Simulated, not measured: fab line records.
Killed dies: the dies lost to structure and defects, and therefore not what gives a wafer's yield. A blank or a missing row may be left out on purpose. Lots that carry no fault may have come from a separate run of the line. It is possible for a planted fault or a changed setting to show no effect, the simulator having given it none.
Comparing a struck lot with a sound one | flow sky130 | 43 steps out of a route of 708
Sound: these wafers, L986.1, L986.3, L986.6. Struck: wafer L998.5 (L998.1, L998.2, from the same lot, were not struck and are left out); the cause is given at the end.
At each step with rows: each side's tool, then ch and its chambers, then its first start. Under that, the readings that differ: sound wafers | struck wafers | difference of the means | sigmas: that difference in standard deviations of wafers without a fault.
alike: words and numbers the same on both sides, and readings whose means are apart by under 2 such deviations; not compared: readings that were withheld, readings missing a value for some wafer, numbers with overlapping values and no deviation given by the record, and bounds like >300 which may hide the same value.
A row with sigmas, a row that says differs or no value, or rows on one side alone: a step with any of these is where the two part. When numbers do not overlap yet have no deviation, they are printed without sigmas and do not part them. A reading missing from all wafers of one side parts the sides only when that side holds two or more wafers.

SKY_METAL4_CD_MEAS_13: target cd 300 nm.
  struck on cd sem-02, day 45 11:49; sound on cd sem-02, day 41 19:02
  alike: cd nm
SKY_METAL4_OVL_MEAS_14:
  struck on overlay-01, day 45 11:56; sound on overlay-02, day 41 19:10
  reading         | sound    | struck | difference | sigmas
  METAL4_OVL (nm) | 13 14 13 | 1      | -12        | -2
then, 9 steps without rows for these wafers: SKY_METAL4_DESCUM_15 (chemistry O2, time 8 s); SKY_METAL4_ETCH_16 (etches BARC in N2/H2, stops on SiO2, time 88.2 s, target depth 60 nm); SKY_METAL4_ETCH_17 (etches SiO2 in C4F8/O2/Ar, stops on TiN, time 3.9 s, target depth 15 nm); SKY_METAL4_METAL_ETCH_18 (etches the open film in Cl2/BCl3, stops on SiO2, target depth 845 nm, time 183.1 s); SKY_METAL4_STRIP_19 (strips in O2/N2); SKY_METAL4_STRIP_20 (strips in post etch residue remover, time 1200 s); SKY_METAL4_CLEAN_21 (cleans in IPA, time 180 s); SKY_METAL4_CLEAN_22 (cleans in O3/DIW); SKY_VIA4_HDPCVD_00 (deposits SiO2, target thk 1750 nm, time 291.7 s).
SKY_VIA4_THK_MEAS_01:
  struck on film metro-01, day 45 13:05; sound on film metro-04, day 41 20:18
  alike: VIA4_HDPCVD_THK
SKY_VIA4_CMP_02: polishes SiO2.
  sound on cmp-02 ch 0,1,2, day 41 20:28; struck on cmp-01 ch 0, day 45 13:11
  alike: motor current A
SKY_VIA4_BOW_MEAS_03:
  struck on film metro-03, day 45 13:26; sound on film metro-01, day 41 20:40
  alike: VIA4_BOW
then, 7 steps without rows for these wafers: SKY_VIA4_DEHYDRATE_04 (time 60 s); SKY_VIA4_HMDS_05 (prime time 60 s); SKY_VIA4_COAT_06 (resist thk 1140 nm); SKY_VIA4_SOFTBAKE_07 (time 60 s); SKY_VIA4_EXPOSE_08 (exposes mask VIM4, target cd 800 nm); SKY_VIA4_PEB_09; SKY_VIA4_DEVELOP_10 (develop time 60 s).
SKY_VIA4_OVL_MEAS_11:
  struck on overlay-01, day 46 09:34; sound on overlay-02, day 42 20:14
  alike: VIA4_OVL
then, 1 step without rows for these wafers: SKY_VIA4_ETCH_12 (etches SiO2 in C4F8/O2/Ar, stops on TiN, target depth 580 nm).
SKY_VIA4_STRIP_13: strips in O2/N2.
  sound on plasma asher-03 ch 0, day 42 20:21; struck on plasma asher-04 ch 0, day 46 09:40
  reading                     | sound       | struck | difference | sigmas
  drypump motor current A (A) | 5.5 5.5 5.5 | 6.3    | +0.8       | +2
  alike: chamber pressure mTorr, oes product au, strip time to endpoint s
  not compared: rf hours counter h
then, 4 steps without rows for these wafers: SKY_VIA4_STRIP_14 (strips in post etch residue remover, time 1200 s); SKY_VIA4_CLEAN_15 (cleans in IPA, time 180 s); SKY_VIA4_CLEAN_16 (cleans in O3/DIW); SKY_VIA4_SPUTTER_17 (material TiN, target thk 20 nm, time 80 s).
SKY_VIA4_CVD_18: deposits W, target thk 505 nm, time 152.14 s.
  sound on cvd w-01 ch 0,1, day 42 21:05; struck on cvd w-01 ch 1, day 46 10:20
  alike: heater power w
SKY_VIA4_RS_MEAS_19: a four-point-probe measurement.
  struck on film metro-04, day 46 10:29; sound on film metro-03, day 42 21:14
  alike: VIA4_W_RS
SKY_VIA4_THK_MEAS_20: measures by xrf.
  struck on film metro-04, day 46 10:36; sound on film metro-03, day 42 21:22
  alike: VIA4_W_THK
SKY_VIA4_CMP_21: polishes, stops on SiO2, t overpolish 25 s, target thk 0 nm.
  sound on cmp-02 ch 0,2, day 42 21:28; struck on cmp-01 ch 3, day 46 10:43
  reading              | sound                | struck | difference | sigmas
  overpolish run s (s) | 25.012 25.020 25.012 | 24.991 | -0.024     | -2
  alike: motor current A, time to endpoint s
then, 2 steps without rows for these wafers: SKY_METAL5_SPUTTER_00 (material Ti, target thk 15 nm, time 10 s); SKY_METAL5_SPUTTER_01 (material TiN, target thk 20 nm, time 16.7 s).
SKY_METAL5_SPUTTER_02: material AlCu, target thk 1150 nm, time 61.2 s.
  struck on pvd sputter-04, day 46 11:00; sound on pvd sputter-03, day 42 21:46
  alike: throttle valve pct
then, 1 step without rows for these wafers: SKY_METAL5_SPUTTER_03 (material Ti, target thk 5 nm, time 3.3 s).
SKY_METAL5_SPUTTER_04: material TiN, target thk 70 nm, time 58.3 s.
  struck on pvd sputter-04, day 46 11:04; sound on pvd sputter-03, day 42 21:50
  alike: throttle valve pct
SKY_METAL5_RS_MEAS_05: a four-point-probe measurement.
  struck on film metro-01, day 46 11:07; sound on film metro-04, day 42 21:53
  alike: METAL5_ALCU_RS
SKY_METAL5_THK_MEAS_06: measures by xrf.
  struck on film metro-01, day 46 11:14; sound on film metro-04, day 42 22:00
  alike: METAL5_ALCU_THK
then, 3 steps without rows for these wafers: SKY_METAL5_DEHYDRATE_07 (time 60 s); SKY_METAL5_HMDS_08 (prime time 60 s); SKY_METAL5_COAT_09 (resist thk 1800 nm).
-- the record jumps here: 3 days lie between the struck wafers' starts before and after (it left off in module METAL5 and takes up again in module PAD_OPEN, whose first step shown is number 708 of the route) --
SKY_PAD_OPEN_PROBE_99:
  only the struck wafers here have rows in the record (prober-02, day 48 23:53); the sound ones have none

WHERE THEY PART
Last at SKY_PAD_OPEN_PROBE_99 as far as this record goes, first at SKY_METAL4_OVL_MEAS_14.

WHY: what the simulator had put in
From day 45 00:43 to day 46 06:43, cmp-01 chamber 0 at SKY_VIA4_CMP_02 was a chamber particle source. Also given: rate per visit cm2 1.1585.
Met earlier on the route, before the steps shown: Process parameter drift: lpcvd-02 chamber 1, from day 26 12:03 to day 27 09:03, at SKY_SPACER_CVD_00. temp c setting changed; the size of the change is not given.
